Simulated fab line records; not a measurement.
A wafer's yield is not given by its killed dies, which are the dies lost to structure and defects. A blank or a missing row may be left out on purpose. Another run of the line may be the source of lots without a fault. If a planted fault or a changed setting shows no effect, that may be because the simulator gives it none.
Comparing a struck lot with a sound one :: flow sky130 :: 36 steps out of a route of 708
Sound: the wafers L265.1, L265.2, L265.4. The struck wafers were L264.3, L264.4, L264.6. Last of all comes the cause.
At each step with rows: each side's tool, then ch and its chambers, then its first start. Under that, the readings that differ: sound wafers :: struck wafers :: difference of the means :: sigmas: that difference in standard deviations of wafers without a fault.
alike: a reading whose means differ by less than 2 such deviations, as well as words and numbers matching on both sides. not compared: withheld readings; readings where some wafer has no value; bounds like >300 that might hide an equal value; numbers whose values overlap and for which the record gives no deviation.
A row with sigmas, a row that says differs or no value, or rows on one side alone: a step with any of these is where the two part. When numbers do not overlap yet have no deviation, they are printed without sigmas and do not part them. A reading that every wafer of one side lacks parts them only if that side has two wafers or more.

first, 10 steps without rows for these wafers: SKY_POLY_CUT_ETCH_10 (etches BARC in N2/H2, stops on SiO2, time 45.9 s, target depth 60 nm); SKY_POLY_CUT_ETCH_11 (etches Si3N4 in CF4/CH2F2/Ar, stops on poly-Si, time 42.5 s, target depth 60 nm); SKY_POLY_CUT_STRIP_12 (strips in O2/N2); SKY_SD_P_DEHYDRATE_00 (time 60 s); SKY_SD_P_HMDS_01 (prime time 60 s); SKY_SD_P_COAT_02 (resist thk 1140 nm); SKY_SD_P_SOFTBAKE_03 (time 60 s); SKY_SD_P_EXPOSE_04 (exposes mask PSDM, target cd 380 nm); SKY_SD_P_PEB_05; SKY_SD_P_DEVELOP_06 (develop time 60 s).
SKY_SD_P_IMPLANT_09:
  sound on implanter-01 ch 0, day 31 00:49; struck on implanter-03 ch 0, day 30 23:04
reading: dose-ions-cm2
sound: 2.999e+15 3.001e+15 3.002e+15
struck: 2.088e+15 2.084e+15 2.09e+15
difference: -9.133e+14
sigmas: -99 or more
SKY_SD_P_STRIP_10: strips in O2/N2.
  sound on plasma-asher-03 ch 0,1, day 31 00:58; struck on plasma-asher-03 ch 0,1, day 30 23:11
reading: oes-product-au (a.u.)
sound: 0.610 0.623 0.620
struck: 0.637 0.628 0.639
difference: +0.017
sigmas: +3

reading: strip-time-to-endpoint-s (s)
sound: 17.48 17.46 17.51
struck: 16.78 16.82 16.76
difference: -0.70
sigmas: -19
  alike: drypump-motor-current-A
  not compared: rf-hours-counter-h
SKY_SD_P_TW_MEAS_11:
  sound: film-metro-03 at day 31 01:04; struck: film-metro-02 at day 30 23:17
reading: SD_P_TW
sound: 2785 2784 2781
struck: 2619 2628 2628
difference: -158
sigmas: -8
then, 21 steps without rows for these wafers: SKY_RES_XHIGH_DEHYDRATE_00 (time 60 s); SKY_RES_XHIGH_HMDS_01 (prime time 60 s); SKY_RES_XHIGH_COAT_02 (resist thk 1140 nm); SKY_RES_XHIGH_SOFTBAKE_03 (time 60 s); SKY_RES_XHIGH_EXPOSE_04 (exposes mask URPM, target cd 1270 nm); SKY_RES_XHIGH_PEB_05; SKY_RES_XHIGH_DEVELOP_06 (develop time 60 s); SKY_RES_XHIGH_IMPLANT_07; SKY_RES_XHIGH_STRIP_08 (strips in O2/N2); SKY_SD_N_DEHYDRATE_00 (time 60 s); SKY_SD_N_HMDS_01 (prime time 60 s); SKY_SD_N_COAT_02 (resist thk 1140 nm); SKY_SD_N_SOFTBAKE_03 (time 60 s); SKY_SD_N_EXPOSE_04 (exposes mask NSDM, target cd 380 nm); SKY_SD_N_PEB_05; SKY_SD_N_DEVELOP_06 (develop time 60 s); SKY_SD_N_IMPLANT_09; SKY_SD_N_IMPLANT_10; SKY_SD_N_STRIP_11 (strips in O2/N2); SKY_SD_N_CLEAN_13 (cleans in SC1/SC2, time 150 s); SKY_SD_N_RTA_14 (time 2 s).
-- the record jumps here: 2 days lie between the struck wafers' starts before and after --
SKY_SD_N_RS_MEAS_17: a four-point-probe measurement.
  sound: film-metro-04 at day 33 07:26; struck: film-metro-02 at day 33 06:30
reading: SD_P_RS (ohm/sq)
sound: 146.9 146.6 146.9
struck: 152.6 152.6 153.0
difference: +5.9
sigmas: +15
-- a jump in the record: the struck wafers' starts before and after are 16 days apart (it breaks off in module SD_N and resumes in module PAD_OPEN, where the first step shown is number 708 of the route) --
SKY_PAD_OPEN_PROBE_99:
  sound: prober-02 at day 49 14:24; struck: prober-01 at day 49 13:38
reading: model.etest.licon-high-po.rc-ohm
sound: 370.3 360 357.6
struck: 600.5 601.5 624.2
difference: +246.1
sigmas: 

reading: model.etest.res-high-po.line-ohm-um
sound: 750.1 738.9 762.4
struck: 987.9 992.1 1008
difference: +245.5
sigmas: 

reading: model.etest.res-pdiff.line-ohm-um
sound: 1373 1389 1366
struck: 1507 1542 1533
difference: +151
sigmas: 

reading: model.etest.pfet_01v8.r-on-ohm-um
sound: 2868 2886 2896
struck: 2946 2988 2916
difference: +67
sigmas: 

reading: model.etest.pfet-g5v0d10v5.r-on-ohm-um
sound: 4660 4665 4668
struck: 4818 4927 4799
difference: +184
sigmas: 

reading: model.etest.res-high-po.rs-ohm-sq
sound: 261.9 257.8 264.6
struck: 342.4 344.8 350.3
difference: +84.4
sigmas: 

reading: model.etest.licon-pdiff.rc-ohm
sound: 609.1 567.5 586
struck: 650.2 658.1 662.1
difference: +69.3
sigmas: 

reading: model.etest.res-pdiff-hv.rs-ohm-sq
sound: 191.9 194.1 191.1
struck: 208.4 209.7 208.9
difference: +16.6
sigmas: 
  alike: killed_at_M0_to_M3, killed_at_M4_up, killed-at-contacts, killed-at-front-end, killed-at-other, killed-dies, killed-open, killed-short

## WHERE THEY PART
Earliest at SKY_SD_P_IMPLANT_09; latest, in this record, at SKY_SD_N_RS_MEAS_17. Later steps at which nothing parts them and some readings are alike: SKY_PAD_OPEN_PROBE_99.

WHY: what the simulator had put in
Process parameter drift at SKY_SD_P_IMPLANT_09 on implanter-03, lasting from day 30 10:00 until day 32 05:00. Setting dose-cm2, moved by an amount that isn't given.
